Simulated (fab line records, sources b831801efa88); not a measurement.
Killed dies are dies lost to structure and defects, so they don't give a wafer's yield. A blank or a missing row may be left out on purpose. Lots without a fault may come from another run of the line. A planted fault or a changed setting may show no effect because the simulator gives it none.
Which tool did it? | flow sky130 | 12 lots, 35 wafers sampled, at 5 steps of a route of 708

WHAT THE GAUGES READ, wafer by wafer
The record holds no reading of a measuring or inspecting step that can be judged against a usual standard deviation.

WHICH TOOL RAN EACH LOT (tool, then ch and the chambers of the sampled wafers, then the start)
lot  | SKY_VIA2_HDPCVD_00               | SKY_METAL4_ETCH_16                | SKY_METAL4_ETCH_17                 | SKY_METAL5_DESCUM_14              | SKY_PAD_OPEN_PROBE_99
L364 | hdpcvd-02 ch 0,1, day 34 00:41   | rie_metal-04 ch 0,1, day 40 13:38 | rie_diel-01 ch 1,2, day 40 13:44   | rie_metal-02 ch 0,1, day 42 17:07 | prober-02, day 44 18:44
L365 | hdpcvd-01 ch 0,2, day 35 03:14   | rie_metal-04 ch 0,1, day 41 15:29 | rie_diel-03 ch 0,1,3, day 41 15:35 | rie_metal-03 ch 0,1, day 43 16:40 | prober-01, day 45 15:49
L366 | hdpcvd-01 ch 0,1,2, day 35 20:58 | rie_metal-01 ch 1, day 42 11:40   | rie_diel-01 ch 1,2, day 42 11:46   | rie_metal-03 ch 0, day 44 13:25   | prober-02, day 46 10:40
L367 | hdpcvd-02 ch 0,1,2, day 36 17:26 | rie_metal-02 ch 0,1, day 43 05:09 | rie_diel-04 ch 0,3, day 43 05:15   | rie_metal-02 ch 0, day 45 05:37   | prober-01, day 47 02:02
L368 | hdpcvd-02 ch 0,2, day 36 19:19   | rie_metal-01 ch 0,1, day 43 06:06 | rie_diel-01 ch 0,2, day 43 06:12   | rie_metal-01 ch 0,1, day 45 06:37 | prober-02, day 47 03:45
L371 | hdpcvd-01 ch 0,2, day 37 22:17   | rie_metal-01 ch 0,1, day 44 07:59 | rie_diel-04 ch 2,3, day 44 08:05   | rie_metal-03 ch 0,1, day 46 05:18 | prober-01, day 48 00:53
L372 | hdpcvd-01 ch 0,1,2, day 38 09:30 | rie_metal-01 ch 0,1, day 44 18:24 | rie_diel-03 ch 0,1, day 44 18:30   | rie_metal-03 ch 0,1, day 46 15:27 | prober-01, day 48 08:53
L373 | hdpcvd-01 ch 0,1,2, day 38 13:32 | rie_metal-01 ch 0,1, day 44 21:10 | rie_diel-04 ch 0,1,3, day 44 21:16 | rie_metal-02 ch 0,1, day 46 18:36 | prober-02, day 48 11:47
L374 | hdpcvd-02 ch 1,2, day 38 23:23   | rie_metal-02 ch 0, day 45 04:53   | rie_diel-04 ch 1,2, day 45 05:04   | rie_metal-03 ch 0,1, day 47 00:28 | prober-01, day 48 18:23
L376 | hdpcvd-01 ch 0,1,2, day 41 00:41 | rie_metal-02 ch 0, day 46 22:33   | rie_diel-03 ch 0,2,3, day 46 22:39 | rie_metal-01 ch 0,1, day 48 15:42 | prober-02, day 50 06:37
L382 | hdpcvd-01 ch 1,2, day 41 04:42   | rie_metal-02 ch 0, day 47 00:23   | rie_diel-04 ch 1,2, day 47 00:28   | rie_metal-02 ch 0,1, day 48 17:35 | prober-01, day 50 09:55
L383 | hdpcvd-01 ch 0,1, day 41 05:01   | rie_metal-01 ch 0,1, day 47 01:18 | rie_diel-03 ch 1,2,3, day 47 01:24 | rie_metal-03 ch 0,1, day 48 17:52 | prober-02, day 50 10:41
- SKY_VIA2_HDPCVD_00: deposits SiO2, target thk 1180 nm, time 196.7 s.
- SKY_METAL4_ETCH_16: etches BARC in N2/H2, stops on SiO2, time 88.2 s, target depth 60 nm.
- SKY_METAL4_ETCH_17: etches SiO2 in C4F8/O2/Ar, stops on TiN, time 3.9 s, target depth 15 nm.
- SKY_METAL5_DESCUM_14: chemistry O2, time 11 s.
- SKY_PAD_OPEN_PROBE_99

WHAT THE TOOLS THEMSELVES READ (means of the sampled wafers that have a number; where no wafer has one, the mark that the record gives instead)
SKY_METAL4_ETCH_16. Usual: drypump_motor_current_A 5.6 A, standard deviation 0.43; oes_product_au 0.626 a.u., standard deviation 0.0047; throttle_valve_pct 13.205 %, standard deviation 0.0087.
lot  | tool         | drypump_motor_current_A (A) | oes_product_au (a.u.) | throttle_valve_pct (%) | flag
L364 | rie_metal-04 | 5.8                         | 0.627                 | 13.204                 |
L365 | rie_metal-04 | 5.7                         | 0.625                 | 13.198                 |
L366 | rie_metal-01 | 5.2                         | 0.628                 | 13.215                 |
L367 | rie_metal-02 | 5.6                         | 0.627                 | 13.207                 |
L368 | rie_metal-01 | 5.9                         | 0.621                 | 13.199                 |
L371 | rie_metal-01 | 5.9                         | 0.627                 | 13.213                 |
L372 | rie_metal-01 | 5.9                         | 0.623                 | 13.202                 |
L373 | rie_metal-01 | 5.9                         | 0.628                 | 13.208                 |
L374 | rie_metal-02 | 5.8                         | 0.630                 | 13.206                 |
L376 | rie_metal-02 | 5.8                         | 0.621                 | 13.207                 |
L382 | rie_metal-02 | 5.8                         | 0.627                 | 13.202                 |
L383 | rie_metal-01 | 5.9                         | 0.630                 | 13.212                 |

SKY_METAL4_ETCH_17. Usual: oes_product_au 0.753 a.u., standard deviation 0.0067.
lot  | tool        | oes_product_au (a.u.) | flag
L364 | rie_diel-01 | 0.754                 |
L365 | rie_diel-03 | 0.754                 |
L366 | rie_diel-01 | 0.749                 |
L367 | rie_diel-04 | 0.751                 |
L368 | rie_diel-01 | 0.760                 |
L371 | rie_diel-04 | 0.759                 |
L372 | rie_diel-03 | 0.753                 |
L373 | rie_diel-04 | 0.753                 |
L374 | rie_diel-04 | 0.752                 |
L376 | rie_diel-03 | 0.751                 |
L382 | rie_diel-04 | 0.762                 |
L383 | rie_diel-03 | 0.751                 |

SKY_METAL5_DESCUM_14. Usual: drypump_motor_current_A 5.6 A, standard deviation 0.46; oes_product_au 0.998 a.u., standard deviation 0.0061.
lot  | tool         | drypump_motor_current_A (A) | oes_product_au (a.u.) | flag
L364 | rie_metal-02 | 5.3                         | 0.998                 |
L365 | rie_metal-03 | 5.5                         | 0.995                 |
L366 | rie_metal-03 | 6.0                         | 0.999                 |
L367 | rie_metal-02 | 5.7                         | 1.003                 |
L368 | rie_metal-01 | 5.6                         | 0.992                 |
L371 | rie_metal-03 | 5.7                         | 0.998                 |
L372 | rie_metal-03 | 5.5                         | 0.998                 |
L373 | rie_metal-02 | 5.5                         | 0.993                 |
L374 | rie_metal-03 | 5.7                         | 0.999                 |
L376 | rie_metal-01 | 5.9                         | 0.990                 |
L382 | rie_metal-02 | 5.4                         | 0.992                 |
L383 | rie_metal-03 | 5.7                         | 0.999                 |

SKY_PAD_OPEN_PROBE_99. Usual: defect_limited_yield 82.5 %, standard deviation 1.8; killed_at_M0_to_M3 43, standard deviation 6.6; killed_at_M4_up 3.2, standard deviation 1.8; killed_at_contacts 24, standard deviation 5; killed_at_front_end 15, standard deviation 4.5; killed_at_other 0.2, standard deviation 0.46; killed_dies 86, standard deviation 8.8; killed_open 48, standard deviation 6.6; killed_short 38, standard deviation 6.1; sort_bin_3_pad_short 0.8 %, standard deviation 0.42; sort_bin_5_function 10.4 %, standard deviation 1.4; sort_bin_6_memory 6.3 %, standard deviation 1; sort_n_pass 406, standard deviation 8.8; sort_yield_pct 82.5 %, standard deviation 1.8.
lot  | tool      | defect_limited_yield (%) | killed_at_M0_to_M3 | killed_at_M4_up | killed_at_contacts | killed_at_front_end | killed_at_other | killed_dies | killed_open | killed_short | sort_bin_3_pad_short (%) | sort_bin_5_function (%) | sort_bin_6_memory (%) | sort_n_pass | sort_yield_pct (%) | flag
L364 | prober-02 | 80.0                     | 51                 | 4.0             | 28                 | 16                  | 0.0             | 98          | 55          | 43           | 0.8                      | 12.8                    | 6.4                   | 394         | 80.0               |
L365 | prober-01 | 82.0                     | 42                 | 4.3             | 25                 | 16                  | 0.7             | 88          | 51          | 37           | 1.1                      | 10.7                    | 6.2                   | 404         | 82.0               |
L366 | prober-02 | 82.6                     | 41                 | 3.0             | 20                 | 22                  | 0.0             | 86          | 52          | 34           | 1.1                      | 10.0                    | 6.2                   | 406         | 82.6               |
L367 | prober-01 | 83.0                     | 44                 | 3.7             | 20                 | 15                  | 0.0             | 83          | 44          | 39           | 0.5                      | 10.3                    | 6.1                   | 409         | 83.0               |
L368 | prober-02 | 82.7                     | 39                 | 3.3             | 23                 | 19                  | 0.3             | 85          | 49          | 36           | 0.6                      | 10.9                    | 5.8                   | 407         | 82.7               |
L371 | prober-01 | 81.4                     | 53                 | 3.0             | 23                 | 12                  | 0.0             | 91          | 53          | 38           | 0.8                      | 10.6                    | 7.2                   | 401         | 81.4               |
L372 | prober-01 | 83.0                     | 44                 | 3.7             | 20                 | 15                  | 0.7             | 84          | 47          | 37           | 1.1                      | 9.2                     | 6.7                   | 408         | 83.0               |
L373 | prober-02 | 83.2                     | 38                 | 2.7             | 26                 | 15                  | 0.3             | 82          | 47          | 35           | 0.7                      | 9.6                     | 6.4                   | 410         | 83.2               |
L374 | prober-01 | 80.3                     | 45                 | 2.3             | 29                 | 21                  | 0.3             | 97          | 56          | 41           | 0.5                      | 12.5                    | 6.7                   | 395         | 80.3               |
L376 | prober-02 | 83.1                     | 38                 | 1.7             | 28                 | 16                  | 0.0             | 83          | 49          | 34           | 0.9                      | 10.0                    | 6.0                   | 409         | 83.1               |
L382 | prober-01 | 70.9                     | 107                | 2.5             | 20                 | 12                  | 1.0             | 143         | 42          | 35           | 4.5                      | 18.1                    | 6.5                   | 349         | 70.9               | OFF
L383 | prober-02 | 73.8                     | 93                 | 2.7             | 23                 | 10                  | 0.0             | 129         | 34          | 33           | 3.9                      | 15.3                    | 7.0                   | 363         | 73.8               | OFF

THE ANSWER, worked out from the rows above alone
Rule: a lot is off if the mean of its wafers that have a number lies more than 3 standard deviations from the usual mean. A lot without any number at a reading at which 4 lots or more have one is off too. The other lots that the step has rows for count as sound. The gauges are gone through in route order, then the tools' own readings, and for those a lot's mean is taken as printed above. The first step at which some lot is off is used, and at that step the reading that is off furthest; a lot without a number counts as furthest.
Off: L382, L383, at SKY_PAD_OPEN_PROBE_99 (killed_at_M0_to_M3).
A tool fits if, at that step or a process step before it, it ran every lot that is off, and no sound lot after the first of them. One fits: hdpcvd-01 at SKY_VIA2_HDPCVD_00. Its last sound lot is L376 (day 41 00:41), its first lot that is off L382 (day 41 04:42): a fault that began between those two fits.

WHAT THE SIMULATOR HAD PUT IN
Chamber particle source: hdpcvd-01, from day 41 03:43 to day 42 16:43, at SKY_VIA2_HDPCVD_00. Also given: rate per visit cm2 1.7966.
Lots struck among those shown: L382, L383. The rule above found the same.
